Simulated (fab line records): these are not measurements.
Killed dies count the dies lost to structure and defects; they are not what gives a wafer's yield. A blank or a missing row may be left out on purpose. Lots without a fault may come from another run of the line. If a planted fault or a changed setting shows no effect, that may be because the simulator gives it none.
Chamber matching	flow sky130	4 sister chambers for SKY_VIA3_CMP_02 on cmp-02
The step polishes SiO2. 14 wafers are shown with their chamber, then 7 later ones without.

== WAFERS, EACH WITH ITS CHAMBER ==
wafer	chamber	motor_current_A (A)
L404.1	0	11.6
L404.2	3	10.5
L404.5	3	10.1
L410.4	2	12.1
L410.5	3	10.0
L410.6	2	11.5
L413.3	1	12.2
L413.4	3	10.1
L413.6	2	12.3
L415.2	3	9.8
L415.4	1	12.6
L415.5	1	12.5
L414.2	3	9.8
L414.5	0	11.1

SIGNATURES (means of the wafers above)
reading	chamber 0	chamber 1	chamber 2	chamber 3	scatter within a chamber
motor_current_A	11.350	12.433	11.967	10.050	0.299
Rule: distance of a wafer from a chamber = root of the sum over the readings of ((wafer's reading minus chamber's mean) / reading's scatter) squared. If the next closest chamber is less than 2 further off than the closest, the wafer can't be placed; otherwise it belongs to the closest. How the scatter is found: for the shown wafers, subtract from each reading the mean of its chamber, square and add these, divide the total by (wafers less chambers), then take the root.

== WAFERS WHOSE CHAMBER IS MISSING ==
wafer	motor_current_A (A)
L414.6	10.2
L422.2	11.9
L422.3	12.3
L422.5	10.3
L423.1	11.0
L423.3	12.0
L423.6	11.2

== WHICH CHAMBER EACH WENT THROUGH ==
wafer	from the rows above	in truth
L414.6	3	3
L422.2	can't be placed: 2 or 1 or 0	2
L422.3	can't be placed: 1 or 2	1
L422.5	3	3
L423.1	0	0
L423.3	can't be placed: 2 or 1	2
L423.6	0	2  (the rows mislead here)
Correctly placed: 3 of 7. Can't be placed from these rows: 3 (the true chamber is among the candidates in 3). Wrongly placed: 1.
